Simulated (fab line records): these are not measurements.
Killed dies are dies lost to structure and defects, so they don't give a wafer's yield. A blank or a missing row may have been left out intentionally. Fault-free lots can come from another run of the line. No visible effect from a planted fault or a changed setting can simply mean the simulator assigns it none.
fab line records	flow gf180mcu
[record] lots = 11	wafers = 33	last-day = 34
route steps=602 shown M4@456 MIM@514 PASSIVATION@600
lots that met no fault: from a run of the same line without faults
start-h: hours from the record's opening day to when the first of the lot's shown wafers began	wait-h: hours since the lot's step before	" repeats the value in the row above	L1.1+2: a row that stands for several wafers	- no value, or no start was given	* or withheld: withheld	< > ~ a bound
route shown NAME@n: NAME is a module with steps in the file, n the number in the route of the first one	usual: average and standard deviation across the fault-free wafers	same: alike in all rows	chamber/n: place in a boat	sites: the reading at each site	_std_site: the values' standard deviation	_edge_site: inner sites' mean taken away from outer sites' mean	radius-mm: for every site, how far away it sits from the centre of the wafer	mask NAME#n: copy n	behind: tool/chamber where the wafer was last shaped	hold: why the lot was held/for how many hours/how that ended	device: the n, p or np transistor that did not switch	end of line: tests of these same wafers at the route's end	a step given without rows: its recipe and nothing more	killed: at the first sort, the dies lost to defects and structure; wafer yield is something else	map: shows each die of a wafer: x if killed, . if not, _ if none is there
set.NAME: the setting that was run; set.NAME@STEP: the one run at that earlier step	model.NAME: the simulator's own value behind a step, which no gauge read
the route's steps for a sample of lots (tables are steps, rows are wafers)
services: a tool's chamber out of use, with start hour (start-h, from the record's first day; less than 0 if before it), hours out, and reason
[[steps]]
[step GF_M4_SPUTTER_00]
[recipe] material = Ti	target-thk-nm = 37.5	arriving-ion-energy-ev = 80	substrate-temp-c = 200	chamber-pressure-pa = 2	power-w = 4000	time-s = 150
[usual] chamber-pressure-pa = 2.000/0.0039	throttle-valve-pct = 29.7/1.5
lot.wafer	tool	chamber	start-h	wait-h	chamber-pressure-pa	throttle-valve-pct
L212.1	pvd-sputter-01	-	548.71	0.1	1.997	30.2
L212.2	"	-	"	"	1.997	29.7
L212.4	"	-	"	"	2.002	27.5
L215.1	pvd-sputter-03	-	568.52	0.1	1.996	30.9
L215.4	"	-	"	"	1.999	31.2
L215.6	"	-	"	"	1.994	30.6
L219.3	pvd-sputter-04	-	599.95	0.2	2.008	27.7
L219.4	"	-	"	"	1.997	31.9
L219.6	"	-	"	"	2.001	29.0
L221.1	pvd-sputter-01	-	609.69	0.1	2.000	29.9
L221.2	"	-	"	"	2.000	31.6
L221.4	"	-	"	"	2.001	27.6
L225.3	pvd-sputter-01	-	642.19	0.2	1.999	30.4
L225.4	"	-	"	"	1.999	31.4
L225.6	"	-	"	"	1.999	27.6
L226.4	pvd-sputter-04	-	644.69	0.1	2.004	31.7
L226.5	"	-	"	"	1.990	29.1
L226.6	"	-	"	"	2.003	27.7
L228.3	pvd-sputter-04	-	653.90	0.2	2.001	27.8
L228.4	"	-	"	"	2.006	29.0
L228.5	"	-	"	"	2.008	28.9
L230.2	pvd-sputter-01	-	663.04	0.1	2.002	30.4
L230.3	"	-	"	"	2.012	31.6
L230.5	"	-	"	"	1.997	29.8
L229.3	pvd-sputter-01	-	668.01	0.1	1.999	30.1
L229.5	"	-	"	"	1.995	27.7
L229.6	"	-	"	"	2.007	31.8
L231.1	pvd-sputter-01	-	670.89	0.2	1.996	27.6
L231.2	"	-	"	"	1.993	30.3
L231.3	"	-	"	"	2.002	31.5
L233.2	pvd-sputter-01	-	680.41	0.1	2.002	27.7
L233.4	"	-	"	"	1.998	29.9
L233.6	"	-	"	"	2.000	27.6
[step GF_MIM_THK_MEAS_11]
[recipe] thk-meas-gauge = xrf	reads = AlCu_of_MIM_SPUTTER_08
[usual] MIM_ALCU_THK = 202.3/2.2
lot.wafer	tool	chamber	start-h	wait-h	MIM_ALCU_THK[nm]
L212.1	film-metro-01	-	596.41	0.1	199.5
L212.2	"	-	"	"	202.2
L212.4	"	-	"	"	199.1
L215.1	film-metro-01	-	614.43	0.1	205.2
L215.4	"	-	"	"	205.3
L215.6	"	-	"	"	204.8
L219.3	film-metro-01	-	644.44	0.1	198.4
L219.4	"	-	"	"	200.6
L219.6	"	-	"	"	200.5
L221.1	film-metro-01	-	652.84	0.1	203.8
L221.2	"	-	"	"	206.4
L221.4	"	-	"	"	200.5
L225.3	film-metro-02	-	684.55	0.1	205.6
L225.4	"	-	"	"	202.5
L225.6	"	-	"	"	203.9
L226.4	film-metro-01	-	687.74	0.1	201.7
L226.5	"	-	"	"	200.6
L226.6	"	-	"	"	202.9
L228.3	film-metro-02	-	695.92	0.1	201.9
L228.4	"	-	"	"	207.1
L228.5	"	-	"	"	204.0
L230.2	film-metro-04	-	704.83	0.1	201.6
L230.3	"	-	"	"	196.8
L230.5	"	-	"	"	200.1
L229.3	film-metro-01	-	709.45	0.1	204.7
L229.5	"	-	"	"	202.8
L229.6	"	-	"	"	202.2
L231.1	film-metro-04	-	711.09	0.1	198.2
L231.2	"	-	"	"	204.6
L231.3	"	-	"	"	200.2
L233.2	film-metro-01	-	721.39	0.1	205.4
L233.4	"	-	"	"	204.3
L233.6	"	-	"	"	204.0
[step GF_MIM_METAL_ETCH_19]
[recipe] chemistry = Cl2/BCl3	mask-material = NOVOLAK	stop-on = Si3N4	target-depth-nm = 324.5	pressure-mtorr = 8	icp-w = 800	bias-w = 140	Cl2_flow_sccm = 80	bcl3-flow-sccm = 40	time-s = 54.1
[usual] drypump-motor-current-A = 5.8/0.54	oes-product-au = 0.941/0.0055	throttle-valve-pct = 28.285/0.011
lot.wafer	tool	chamber	start-h	wait-h	drypump-motor-current-A	oes-product-au	rf-hours-counter-h	throttle-valve-pct
L212.1	rie-metal-04	1	615.44	0.1	4.8	0.943	0	28.296
L212.2	"	0	"	"	5.3	0.936	11	28.288
L212.4	"	1	"	"	4.9	0.933	-	28.290
L215.1	rie-metal-03	0	633.84	0.1	6.1	0.945	14	28.280
L215.4	"	1	"	"	6.0	0.940	-	28.301
L215.6	"	0	"	"	6.1	0.950	-	28.287
L219.3	rie-metal-04	0	663.75	0.1	5.3	0.935	-	28.295
L219.4	"	1	"	"	4.8	0.939	-	28.286
L219.6	"	1	"	"	4.9	0.940	-	28.296
L221.1	rie-metal-04	1	671.43	0.1	4.9	0.942	2	28.282
L221.2	"	0	"	"	5.3	0.945	13	28.283
L221.4	"	0	"	"	5.3	0.938	-	28.294
L225.3	rie-metal-04	1	702.84	0.1	4.8	0.944	-	28.273
L225.4	"	1	"	"	4.8	0.936	-	28.303
L225.6	"	1	"	"	4.9	0.944	-	28.291
L226.4	rie-metal-02	0	706.66	0.1	6.0	0.943	-	28.289
L226.5	"	1	"	"	6.3	0.940	-	28.300
L226.6	"	0	"	"	6.0	0.939	-	28.282
L228.3	rie-metal-02	0	714.35	0.1	6.0	0.933	-	28.303
L228.4	"	1	"	"	6.3	0.940	-	28.299
L228.5	"	1	"	"	6.3	0.944	-	28.273
L230.2	rie-metal-03	1	722.68	0.1	6.0	0.942	8	28.285
L230.3	"	0	"	"	6.1	0.931	-	28.310
L230.5	"	1	"	"	6.0	0.933	-	28.282
L229.3	rie-metal-03	0	726.60	0.1	6.2	0.947	-	28.284
L229.5	"	0	"	"	6.2	0.941	-	28.275
L229.6	"	1	"	"	6.0	0.951	-	28.307
L231.1	rie-metal-03	0	728.93	0.1	6.1	0.939	2	28.297
L231.2	"	1	"	"	6.0	0.948	9	28.276
L231.3	"	1	"	"	6.0	0.929	-	28.287
L233.2	rie-metal-03	1	738.49	0.1	6.0	0.943	9	28.291
L233.4	"	0	"	"	6.2	0.946	-	28.274
L233.6	"	1	"	"	5.9	0.948	-	28.286
[step GF_PASSIVATION_ANNEAL_13]
[recipe] temp-c = 400	time-s = 1800	ambient = N2/H2	idle-temp-c = 300	ramp-up-c-per-min = 10	ramp-down-c-per-min = 3
[usual] ramp-down-c-per-min = 3.0000/0.00055	ramp-up-c-per-min = 9.9997/0.0017	spike-tc-bottom-C = 426.1/1.6	zone-power-bottom-pct = 6.0/0.62
lot.wafer	tool	chamber	start-h	wait-h	ramp-down-c-per-min	ramp-up-c-per-min	spike-tc-bottom-C	zone-power-bottom-pct
L212.1	furnace-01	0	698.71	0.7	2.9989	9.9991	427.8	6.7
L212.2	"	0	"	"	2.9997	10.000	428.6	6.7
L212.4	"	0	"	"	3.0005	9.9977	426.9	6.7
L215.1	furnace-01	0	715.90	0.1	2.9998	10.001	427.9	6.8
L215.4	"	0	"	"	2.9992	10.001	427.9	6.7
L215.6	"	0	"	"	3.0009	9.9978	428.4	6.7
L219.3	furnace-02	-	742.54	0.0	-	-	-	-
L219.4	"	-	"	"	-	-	-	-
L219.6	"	-	"	"	-	-	-	-
L221.1	furnace-01	-	749.09	0.1	-	-	-	-
L221.2	"	-	"	"	-	-	-	-
L221.4	"	-	"	"	-	-	-	-
L225.3	furnace-01	0	777.19	0.0	3.0001	9.9999	427.1	6.7
L225.4	"	0	"	"	2.9999	10.000	426.2	6.8
L225.6	"	0	"	"	3.0003	10.000	428.4	6.7
L226.4	furnace-02	0	779.36	0.0	2.9993	9.9986	424.3	5.4
L226.5	"	0	"	"	3.0011	10.001	424.1	5.4
L226.6	"	0	"	"	2.9991	9.9998	425.2	5.6
L228.3	furnace-02	0	787.19	0.0	2.9995	9.9988	427.7	5.5
L228.4	"	0	"	"	3.0003	9.9973	424.4	5.5
L228.5	"	0	"	"	3.0006	9.9978	425.0	5.4
L230.2	furnace-02	0	792.29	0.1	3.0005	9.9989	424.2	5.5
L230.3	"	0	"	"	3.0003	10.003	423.9	5.4
L230.5	"	0	"	"	2.9992	9.9953	422.3	5.4
L229.3	furnace-01	0	796.41	0.0	2.9988	10.001	426.3	6.8
L229.5	"	0	"	"	2.9996	9.9985	429.1	6.8
L229.6	"	0	"	"	2.9998	10.000	428.4	6.7
L231.1	furnace-02	0	799.75	0.1	2.9993	9.9990	425.3	5.5
L231.2	"	0	"	"	3.0004	9.9998	425.2	5.4
L231.3	"	0	"	"	3.0014	9.9992	423.9	5.4
L233.2	furnace-02	0	807.55	0.1	2.9990	10.004	425.9	5.5
L233.4	"	0	"	"	2.9997	10.001	424.2	5.5
L233.6	"	0	"	"	3.0000	9.9995	424.0	5.5
[step GF_PASSIVATION_BOW_MEAS_14]
[recipe] mode = bow
[usual] PASSIVATION_BOW = 137/12
lot.wafer	tool	chamber	start-h	wait-h	PASSIVATION_BOW[um]
L212.1	film-metro-04	-	700.21	0.0	131
L212.2	"	-	"	"	128
L212.4	"	-	"	"	138
L215.1	film-metro-01	-	717.40	0.0	143
L215.4	"	-	"	"	148
L215.6	"	-	"	"	157
L219.3	film-metro-04	-	744.08	0.0	206
L219.4	"	-	"	"	208
L219.6	"	-	"	"	209
L221.1	film-metro-01	-	750.59	0.0	207
L221.2	"	-	"	"	208
L221.4	"	-	"	"	202
L225.3	film-metro-01	-	778.73	0.0	146
L225.4	"	-	"	"	142
L225.6	"	-	"	"	147
L226.4	film-metro-04	-	780.92	0.1	147
L226.5	"	-	"	"	145
L226.6	"	-	"	"	142
L228.3	film-metro-03	-	788.73	0.0	138
L228.4	"	-	"	"	133
L228.5	"	-	"	"	126
L230.2	film-metro-01	-	793.81	0.0	151
L230.3	"	-	"	"	148
L230.5	"	-	"	"	156
L229.3	film-metro-04	-	797.95	0.0	127
L229.5	"	-	"	"	136
L229.6	"	-	"	"	149
L231.1	film-metro-03	-	801.25	0.0	106
L231.2	"	-	"	"	116
L231.3	"	-	"	"	113
L233.2	film-metro-01	-	809.07	0.0	148
L233.4	"	-	"	"	133
L233.6	"	-	"	"	144
[[services]]
tool	chamber	start-h	hours	kind
pvd-sputter-01	-	547.06	1.4	repair
pvd-sputter-01	-	562.60	2.2	repair
furnace-02	-	577.85	3.4	pm
rie-metal-04	0	592.66	9.3	repair
rie-metal-02	0	594.58	22.7	repair
furnace-02	-	595.58	4.5	pm
rie-metal-03	1	609.64	21.6	repair
pvd-sputter-01	3	620.94	-	consumable-replace:kit
pvd-sputter-01	3	620.94	18.0	scheduled-down
pvd-sputter-01	3	620.94	18.0	vent-cycle
rie-metal-03	0	652.71	-	clean
rie-metal-03	0	652.71	25.7	scheduled-down
furnace-01	-	667.27	4.4	pm
furnace-02	-	679.32	7.2	pm
pvd-sputter-03	-	697.94	0.7	repair
rie-metal-03	-	702.50	0.6	repair
pvd-sputter-01	2	710.78	-	consumable-replace:kit
pvd-sputter-01	2	710.78	18.0	scheduled-down
pvd-sputter-01	2	710.78	18.0	vent-cycle
rie-metal-04	0	715.43	4.7	repair
furnace-02	-	744.87	3.1	pm
pvd-sputter-04	-	768.69	0.8	repair
furnace-01	-	791.34	3.2	pm
pvd-sputter-01	1	806.70	-	consumable-replace:kit
[[key]]
[first-sign] step = GF_PASSIVATION_ANNEAL_13	reading = tool-record	direction = missing
[effect] step = GF_PASSIVATION_BOW_MEAS_14	reading = PASSIVATION_BOW	direction = up	sigmas = 5.9	usual = 137	struck = 206
met-at GF_PASSIVATION_ANNEAL_13
struck-lots L219,L221
not-acting-at GF_M4_SPUTTER_00,GF_MIM_THK_MEAS_11,GF_MIM_METAL_ETCH_19
onset-between 715.90 742.54
[fault] kind = skipped-step-whole	tool = furnace-01,furnace-02	chamber = -	onset-h = 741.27	steps = GF_PASSIVATION_ANNEAL_13	scope = struck-lots-only
